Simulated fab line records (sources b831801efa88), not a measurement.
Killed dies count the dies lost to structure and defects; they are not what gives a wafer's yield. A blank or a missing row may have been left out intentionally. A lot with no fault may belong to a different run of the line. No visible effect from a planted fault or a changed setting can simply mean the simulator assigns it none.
8D (eight disciplines) problem report, filled in by code ; flow sfq line ; the parts of the form that need people (team, actions taken, sign-off) are left out

== 1. WHAT WENT WRONG ==
thk nm at SFQ_TRILAYER_I0_METRO_MEASURE_029 reads a mean of 184.4 nm on 2 wafers of 2 lots; wafers without a fault read 200.0 nm with a standard deviation of 1.3. That is -12 standard deviations from the usual mean.
The first sign was on wafer L833.2 at day 16 13:28, on film metro-02. Wafers with a number at this step in the record: 42, from 14 lots. Rule for "out" (also "out of limits"): further than 4 standard deviations from the usual mean. All remaining wafers that have a number are taken as sound.

== 2. WHAT THIS IS AND IS NOT ==
question;is;is not
which readings at this step;thk nm;-
which lots;L833, L834;L816, L817, L818, L819, L820, L822, L824, L828, L829, L830, L836, L839
which wafers of those lots;L833.2, L834.2;L833.4, L833.6, L834.3, L834.4
read on which tools;film metro-02, film metro-03;film metro-04
when;from day 16 13:28;"up to then (32 sound wafers); but 8 sound wafers of L834, L836, L839 came after"

== 3. WHAT RULES OUT EACH SUSPECT ==
Counting: a tool at a process step up to the reading stays a suspect if it ran every lot that is out. Sound lots after the first of them don't rule it out here, since some wafers of a struck lot are sound.
- cmp-02 at SFQ_TRILAYER_I0_CMP_CMP_028 (polishes SiO2): kept. It ran every lot that is out, first L833 (day 16 10:09); its last sound lot up to then is L829 (day 15 04:04).
Left after counting: cmp-02 at SFQ_TRILAYER_I0_CMP_CMP_028.

== 4. THE CAUSE (what the simulator had put in) ==
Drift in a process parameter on cmp-02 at SFQ_TRILAYER_I0_CMP_CMP_028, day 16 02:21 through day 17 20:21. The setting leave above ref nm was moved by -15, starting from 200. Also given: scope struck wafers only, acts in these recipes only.
This tool alone remained once counting was done.

== 5. THE EFFECT CHAIN, in route order ==
Each row: a reading where the mean over the struck wafers with a number is more than 3 standard deviations away from the usual. Only readings for which the record gives a usual standard deviation are gone through. hours: the time from each lot's start at the first step in this table that gives one to its start at this step, as a median over the lots. sigmas: the change in usual standard deviations.
hours;step;reading;usual;on struck wafers;change;sigmas
0;SFQ_TRILAYER_I0_METRO_MEASURE_029;thk nm;200.0 nm;184.4;-15.6;-12
149;SFQ_TRILAYER_I0_VIA_ETCH_VIA_ETCH_034;oes product au;0.855 a.u.;0.812;-0.043;-7.8
Here are the process steps it includes:
- SFQ_TRILAYER_I0_METRO_MEASURE_029
- SFQ_TRILAYER_I0_VIA_ETCH_VIA_ETCH_034: etches SiO2 in CHF3, stops on Nb, target depth 260 nm.
Later measuring or inspecting steps at which every struck wafer that the step has a row for has a number for every such reading, and none has moved that far: SFQ_R5_THK_MEAS_934.

== 6. WHAT WOULD HAVE CAUGHT IT SOONER ==
First out-of-limits reading in this record: day 16 13:28, which is 11 hours after fault onset at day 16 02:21.
An alarm limit of 4 standard deviations would not have fired on the tool readings at SFQ_TRILAYER_I0_CMP_CMP_028 for which the record gives a usual standard deviation, since none of them was out on any struck wafer.
Of the lots that are out (2), L834 began SFQ_TRILAYER_I0_CMP_CMP_028 on cmp-02 after day 16 13:28. A tool hold placed at that time would have kept it from harm.
